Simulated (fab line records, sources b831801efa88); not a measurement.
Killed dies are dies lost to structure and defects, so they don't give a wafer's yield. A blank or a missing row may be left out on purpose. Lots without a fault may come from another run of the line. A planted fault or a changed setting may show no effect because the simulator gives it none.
Which tool did it? | flow gf180mcu | 7 lots, 21 wafers sampled, at 2 steps of a route of 602

WHAT THE GAUGES READ, wafer by wafer
GF_LVPWELL_TW_MEAS_11.
lot  | measured    | on            | LVPWELL_TW
L275 | day 4 01:50 | film_metro-01 | 550 551 552
L277 | day 4 12:52 | film_metro-04 | 548 547 545
L279 | day 5 01:05 | film_metro-03 | 558 555 555
L284 | day 6 05:01 | film_metro-03 | 557 560 553
L286 | day 6 17:22 | film_metro-03 | 556 551 556
L288 | day 7 04:49 | film_metro-03 | 559 559 560
L294 | day 8 13:17 | film_metro-04 | 673 671 672

WHICH TOOL RAN EACH LOT (tool, then ch and the chambers of the sampled wafers, then the start)
lot  | GF_LVPWELL_IMPLANT_09
L275 | implanter-03 ch 0, day 4 01:37
L277 | implanter-01 ch 0, day 4 12:38
L279 | implanter-04 ch 0, day 5 00:50
L284 | implanter-01 ch 0, day 6 04:47
L286 | implanter-01 ch 0, day 6 17:10
L288 | implanter-04 ch 0, day 7 04:34
L294 | implanter-03 ch 0, day 8 12:53
- GF_LVPWELL_IMPLANT_09

THE ANSWER, worked out from the rows above alone
Rule: what is usual is taken from the lots themselves. Put in order of their means at a reading, lots are off if they are a third of the lots or fewer, leave a main group of 4 or more, and stand apart from it by a gap of 3 or more times the standard deviation of the main group's means; of several such gaps the widest counts. A main group whose means are all the same, to the digits that the tables above print for the reading, isn't used. A lot without any number at a reading at which 4 lots or more have one is off too. The other lots that the step has rows for count as sound.
Off: L294, at GF_LVPWELL_TW_MEAS_11 (LVPWELL_TW). The main group: mean 554, standard deviation 4.1.
A tool fits if, at a process step before that reading, it ran every lot that is off, and no sound lot after the first of them. The gauges at GF_LVPWELL_TW_MEAS_11 are tried like those tools. Can't be told from this: 2 tools fit, implanter-03 at GF_LVPWELL_IMPLANT_09, film_metro-04 at GF_LVPWELL_TW_MEAS_11.

WHAT THE SIMULATOR HAD PUT IN
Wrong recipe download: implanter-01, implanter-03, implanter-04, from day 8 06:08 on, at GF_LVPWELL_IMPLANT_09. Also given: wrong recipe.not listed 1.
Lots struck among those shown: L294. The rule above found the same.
